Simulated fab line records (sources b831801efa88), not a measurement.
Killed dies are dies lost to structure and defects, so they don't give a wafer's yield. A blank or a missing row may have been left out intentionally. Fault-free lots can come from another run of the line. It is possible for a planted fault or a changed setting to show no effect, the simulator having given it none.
Struck lot and sound lot, side by side | flow sky130 | 36 out of 708 route steps
Sound: wafers L155.1, L155.5, L155.6. Wafers struck: L161.1, L161.5, L161.6. At the end, the cause is stated.
Per side, at each step with rows, come the tool, then ch with its chambers, and then its first start. Under that, the readings that differ: sound wafers | struck wafers | difference of the means | sigmas: that difference in standard deviations of wafers without a fault.
alike: readings with means less than 2 such deviations apart, plus words and numbers identical on both sides. not compared: withheld readings, readings lacking a value on some wafer, bounds such as >300 that could conceal the same value, and numbers that have no deviation in the record and whose values overlap.
A row with sigmas, a row that says differs or no value, or rows on one side alone: a step with any of these is where the two part. Numbers that don't overlap but have no deviation are shown without sigmas and don't part them. A reading that every wafer of one side lacks parts them only if that side has two wafers or more.

first, 2 steps without rows for these wafers: SKY_SD_N_IMPLANT_10; SKY_SD_N_STRIP_11 (strips in O2/N2).
SKY_SD_N_TW_MEAS_12:
  sound on film_metro-03 at day 28 22:53; struck on film_metro-02 at day 29 22:26
  reading | sound          | struck         | difference | sigmas
  SD_N_TW | 3880 3906 3926 | 3968 3961 3975 | +64        | +2
then, 1 step without rows for these wafers: SKY_SD_N_CLEAN_13 (cleans in SC1/SC2, time 150 s).
SKY_SD_N_RTA_14: time 2 s.
  sound on rtp_anneal-02 ch 0, day 28 23:01; struck on rtp_anneal-01 ch 0, day 29 22:32
  alike: lamp_power_pct, wafer_temp_C_max
SKY_SD_N_RS_MEAS_16: measures by four-point-probe.
  sound on film_metro-02 at day 28 23:11; struck on film_metro-02 at day 29 22:43
  alike: SD_N_RS
SKY_SD_N_RS_MEAS_17: measures by four-point-probe.
  sound on film_metro-02 at day 28 23:18; struck on film_metro-02 at day 29 22:50
  alike: SD_P_RS
SKY_SD_N_RS_MEAS_18: measures by four-point-probe.
  sound on film_metro-02 at day 28 23:25; struck on film_metro-02 at day 29 22:58
  alike: RES_XHIGH_RS
then, 2 steps without rows for these wafers: SKY_SALICIDE_CLEAN_00 (cleans in HF-last, time 30 s); SKY_LI_CONTACT_HDPCVD_00 (deposits PSG, target thk 930 nm, time 155 s).
SKY_LI_CONTACT_THK_MEAS_01:
  sound on film_metro-04 at day 28 23:40; struck on film_metro-04 at day 29 23:12
  alike: LI_CONTACT_HDPCVD_THK
SKY_LI_CONTACT_CMP_02: polishes PSG.
  sound on cmp-01 ch 0,2,3, day 28 23:49; struck on cmp-01 ch 1,2, day 29 23:19
  reading                                       | sound           | struck            | difference | sigmas
  time_to_endpoint_s (s)                        | 33.7 32.7 34.4  | 23.8 25.2 19.1    | -10.9      | -5
  model.PSG_of_LI_CONTACT_HDPCVD_00.thk_nm (nm) | 598.1 598.1 598 | 655.5 654.8 653.8 | +56.6      |
  alike: head_pressure_psi, motor_current_A, platen_rpm
SKY_LI_CONTACT_BOW_MEAS_03:
  sound on film_metro-03 at day 29 00:01; struck on film_metro-02 at day 29 23:34
  alike: LI_CONTACT_BOW
then, 8 steps without rows for these wafers: SKY_LI_CONTACT_DEHYDRATE_04 (time 60 s); SKY_LI_CONTACT_HMDS_05 (prime time 60 s); SKY_LI_CONTACT_COAT_06 (resist thk 60 nm); SKY_LI_CONTACT_COAT_07 (resist thk 450 nm); SKY_LI_CONTACT_SOFTBAKE_08 (time 90 s); SKY_LI_CONTACT_EXPOSE_09 (exposes mask LICM1, target cd 170 nm); SKY_LI_CONTACT_PEB_10; SKY_LI_CONTACT_DEVELOP_11 (develop time 60 s).
SKY_LI_CONTACT_CD_MEAS_12 targets a cd of 170 nm.
  sound on cd_sem-02 at day 30 04:08; struck on cd_sem-01 at day 31 04:12
  alike: cd_nm
SKY_LI_CONTACT_OVL_MEAS_13:
  sound on overlay-02 at day 30 04:15; struck on overlay-02 at day 31 04:19
  alike: LI_CONTACT_OVL
then, 1 step without rows for these wafers: SKY_LI_CONTACT_ETCH_14 (etches BARC in N2/H2, stops on SiO2, time 45.9 s, target depth 60 nm).
SKY_LI_CONTACT_ETCH_15: etches PSG in C4F8/O2/Ar, stops on Si, target depth 600 nm.
  sound on rie_diel-03 ch 1,2,3, day 30 04:20; struck on rie_diel-02 ch 1,3, day 31 04:24
  reading                                | sound             | struck            | difference | sigmas
  oes_product_au (a.u.)                  | 0.833 0.832 0.834 | 0.876 0.891 0.886 | +0.051     | +12
  model.etch.depth_nm (nm)               | 598.1 598.1 598   | 655.5 654.8 653.8 | +56.6      |
  model.LI_CONTACT.feature_depth_nm (nm) | 598.1 598.1 598   | 655.5 654.8 653.8 | +56.6      |
SKY_LI_CONTACT_STRIP_16: strips in O2/N2.
  sound on plasma_asher-03 ch 0,1, day 30 04:25; struck on plasma_asher-02 ch 0,1, day 31 04:29
  alike: drypump_motor_current_A, n2_flow_sccm, o2_flow_sccm, oes_product_au, strip_time_to_endpoint_s
  not compared: rf_hours_counter_h
then, 3 steps without rows for these wafers: SKY_LI_CONTACT_CLEAN_17 (cleans in NMP, time 600 s); SKY_LI_CONTACT_PRE_CLEAN_18 (time 5.6 s); SKY_LI_CONTACT_SPUTTER_19 (material Ti, target thk 20 nm, time 106.37 s).
SKY_LI_CONTACT_SPUTTER_20: material TiN, target thk 20 nm, time 80 s.
  sound on pvd_sputter-03 at day 30 04:47; struck on pvd_sputter-04 at day 31 04:52
  alike: throttle_valve_pct
SKY_LI_CONTACT_CVD_21: deposits W, target thk 400 nm, time 120.56 s.
  sound on cvd_w-02 ch 0,1, day 30 04:50; struck on cvd_w-02 ch 0,1, day 31 04:55
  alike: heater_power_w
SKY_LI_CONTACT_RS_MEAS_22: measures by four-point-probe.
  sound on film_metro-04 at day 30 05:01; struck on film_metro-04 at day 31 05:02
  alike: LI_CONTACT_W_RS
SKY_LI_CONTACT_THK_MEAS_23: measures by xrf.
  sound on film_metro-04 at day 30 05:08; struck on film_metro-04 at day 31 05:10
  alike: LI_CONTACT_W_THK
SKY_LI_CONTACT_CMP_24: polishes, stops on PSG, t overpolish 20 s, target thk 0 nm.
  sound on cmp-01 ch 1,2, day 30 05:15; struck on cmp-01 ch 0,3, day 31 05:13
  reading                                       | sound             | struck          | difference | sigmas
  model.PSG_of_LI_CONTACT_HDPCVD_00.thk_nm (nm) | 588.6 588.6 588.5 | 646 645.3 644.3 | +57        |
  alike: head_pressure_psi, motor_current_A, platen_rpm
SKY_LOCAL_INTERCONNECT_SPUTTER_00: material TiN, target thk 100 nm, time 83.3 s.
  sound on pvd_sputter-03 at day 30 05:30; struck on pvd_sputter-02 at day 31 05:31
  alike: throttle_valve_pct
-- record jumps: 16 days separate the struck wafers' starts on either side; left off in module LOCAL_INTERCONNECT, taken up again in module PAD_OPEN, whose first shown step is the route's number 708 --
SKY_PAD_OPEN_PROBE_99:
  sound on prober-01 at day 46 11:46; struck on prober-01 at day 47 07:21
  reading                             | sound             | struck            | difference | sigmas
  model.etest.licon_pdiff.rc_ohm      | 588.5 596.5 585.8 | 625.4 629.3 626.9 | +36.9      |
  model.etest.licon_ndiff.rc_ohm      | 185.6 186.8 185.5 | 193.5 198.6 193.9 | +9.4       |
  model.etest.cap_li_to_poly.c_af_um2 | 97.56 97.53 99.75 | 85.8 81.38 83.35  | -14.8      |
  model.etest.licon_poly.rc_ohm       | 151.8 146.7 157.2 | 162 165.1 161.5   | +11        |
  model.etest.cap_li_to_well.c_af_um2 | 36.94 37.44 36.69 | 34.54 33.7 33.78  | -3.02      |
  alike: killed_at_M0_to_M3, killed_at_M4_up, killed_at_contacts, killed_at_front_end, killed_at_other, killed_dies, killed_open, killed_short
  not compared: model.etest.licon_high_po.rc_ohm

## WHERE THEY PART
Last at SKY_LI_CONTACT_ETCH_15 as far as this record goes, first at SKY_SD_N_TW_MEAS_12. Later steps at which nothing parts them and some readings are alike: SKY_LI_CONTACT_STRIP_16, SKY_LI_CONTACT_SPUTTER_20, SKY_LI_CONTACT_CVD_21, SKY_LI_CONTACT_RS_MEAS_22, SKY_LI_CONTACT_THK_MEAS_23, SKY_LI_CONTACT_CMP_24, SKY_LOCAL_INTERCONNECT_SPUTTER_00, SKY_PAD_OPEN_PROBE_99.

WHY: the cause the simulator had injected
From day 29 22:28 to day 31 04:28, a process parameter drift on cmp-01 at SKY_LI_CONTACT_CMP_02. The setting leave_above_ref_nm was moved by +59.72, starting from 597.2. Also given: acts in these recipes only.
